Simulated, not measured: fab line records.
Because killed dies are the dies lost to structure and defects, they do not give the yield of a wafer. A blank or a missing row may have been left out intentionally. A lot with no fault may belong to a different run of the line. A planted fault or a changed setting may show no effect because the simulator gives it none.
Problem report in the 8D (eight disciplines) form, filled by code    flow gf180mcu    the parts of the form that need people (team, actions taken, sign-off) are left out

== 1. THE PROBLEM ==
At GF_V2_CD_MEAS_14, cdNm averages 290.4 nm over 6 wafers from 2 lots, while fault-free wafers read 259.4 nm, standard deviation 1.3. Measured from the usual mean, that is +24 standard deviations.
The step: target cd 260 nm.
First seen on wafer L271.2, day 24 04:18, on cdSem-01. The record holds 42 wafers of 14 lots with a number at this step. The rule behind "out" and "out of limits": a value lying over 4 standard deviations away from the usual mean. Any other wafer with a number is counted as sound.

== 2. WHAT IT IS, WHAT IT ISN'T ==
question                     is                      is not
which readings at this step  cdNm                    -
which lots                   L271, L273              L259, L260, L262, L264, L266, L267, L269, L278, L279, L280, L281, L282
which wafers of those lots   all that have a number  -
read on which gauges         cdSem-01                cdSem-02
when                         from day 24 04:18       up to then (21 sound wafers); but 15 sound wafers of L278, L279, L280, L281, L282 came after

== 3. SUSPECTS, AND WHAT RULES EACH OUT ==
Counting: a tool stays on the suspect list if, at a process step up to the reading, it processed all lots that are out and no sound lot following the first of them.
- the gauge at GF_V2_CD_MEAS_14: ruled out. All the wafers that are out were read on cdSem-01, but those of them that GF_V2_SOFTBAKE_10 has rows for are out there too, on other tools.
- lithoTrack-02 at GF_V2_SOFTBAKE_10 (time 60 s): ruled out as a lasting fault. The sound lots L279, L281 went through it after L271, its earliest lot that is out (day 23 17:00).
Left after counting: nothing in the record.

== 4. THE CAUSE (what the simulator had put in) ==
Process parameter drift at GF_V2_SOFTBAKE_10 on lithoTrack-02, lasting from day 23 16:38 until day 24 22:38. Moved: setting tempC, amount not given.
Counting ruled it out, wrongly: the rule takes a fault to strike every lot that its tool runs from its start on, and this one did not.

== 5. THE CHAIN OF EFFECTS, in route order ==
Each row: a reading whose mean over the struck wafers that have a number lies more than 3 standard deviations from the usual. Only readings whose record carries a usual standard deviation are examined. hours: median over the lots of the time between each lot's start at the first step of this table that gives one and its start at this step. sigmas: the change, counted in usual standard deviations.
hours  step               reading            usual     on struck wafers  change  sigmas
0      GF_V2_SOFTBAKE_10  heaterPowerTotalW  93.05 W   102.62            +9.57   +99 or more
0      GF_V2_SOFTBAKE_10  plateTempC         130.00 C  140.10            +10.10  +78
11     GF_V2_CD_MEAS_14   cdNm               259.4 nm  290.4             +31.0   +24
The process steps in it:
- GF_V2_SOFTBAKE_10: time 60 s.

== 6. HOW IT WOULD HAVE BEEN CAUGHT EARLIER ==
In this record the first reading out of limits at a measuring or inspecting step was taken at day 24 04:18, 12 hours after the fault began at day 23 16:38.
Tool's own readings at GF_V2_SOFTBAKE_10, heaterPowerTotalW, plateTempC: out on all struck wafers the step has rows for; an alarm limit on them would have tripped on the first.
